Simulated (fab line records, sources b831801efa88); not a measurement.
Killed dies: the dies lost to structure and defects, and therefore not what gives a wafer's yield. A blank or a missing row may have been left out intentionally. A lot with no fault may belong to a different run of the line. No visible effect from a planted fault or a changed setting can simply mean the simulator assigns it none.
Which of the tools did it? + flow sky130 + 6 lots with 18 wafers sampled at 2 steps, on a route of 708 steps

## WHAT EACH GAUGE READ, for each wafer
SKY_CAP2M_THK_MEAS_04: measures by xrf.
| lot  | measured     | on            | CAP2M_TIN_THK (nm) |
|------|--------------|---------------|--------------------|
| L708 | day 40 00:29 | film_metro-04 | 198.4 198.7 195.5  |
| L713 | day 41 09:07 | film_metro-04 | 200.0 199.0 199.4  |
| L716 | day 42 20:12 | film_metro-02 | 196.4 197.9 197.9  |
| L724 | day 45 03:26 | film_metro-01 | 198.8 198.2 198.3  |
| L727 | day 45 11:29 | film_metro-01 | 195.8 195.4 195.8  |
| L730 | day 46 06:41 | film_metro-01 | 197.2 199.2 195.8  |

## WHAT TOOL EACH LOT RAN ON (gives the tool, then ch and the chambers of the sampled wafers, and finally the start)
| lot  | SKY_METAL2_METAL_ETCH_19          |
|------|-----------------------------------|
| L708 | rie_metal-03 ch 0,1, day 35 09:12 |
| L713 | rie_metal-02 ch 0,1, day 36 20:59 |
| L716 | rie_metal-03 ch 0,1, day 38 09:59 |
| L724 | rie_metal-01 ch 0,1, day 40 23:24 |
| L727 | rie_metal-02 ch 0,1, day 41 08:29 |
| L730 | rie_metal-03 ch 0,1, day 42 06:38 |
- SKY_METAL2_METAL_ETCH_19: etches the open film in Cl2/BCl3, stops on SiO2, target depth 360 nm, time 78 s.

## THE ANSWER, worked out from the rows above alone
Rule: the lots themselves supply what counts as usual. Put in order of their means at a reading, lots are off if they are a third of the lots or fewer, leave a main group of 4 or more, and stand apart from it by a gap of 3 or more times the standard deviation of the main group's means; of several such gaps the widest counts. A main group whose means are all the same, to the digits that the tables above print for the reading, isn't used. A lot without any number at a reading at which 4 lots or more have one is off too. Where the step has rows for the other lots, those lots are counted as sound.
Across all readings shown, no lot is off: no conclusion can be drawn from this.

## WHAT THE SIMULATOR HAD INSERTED
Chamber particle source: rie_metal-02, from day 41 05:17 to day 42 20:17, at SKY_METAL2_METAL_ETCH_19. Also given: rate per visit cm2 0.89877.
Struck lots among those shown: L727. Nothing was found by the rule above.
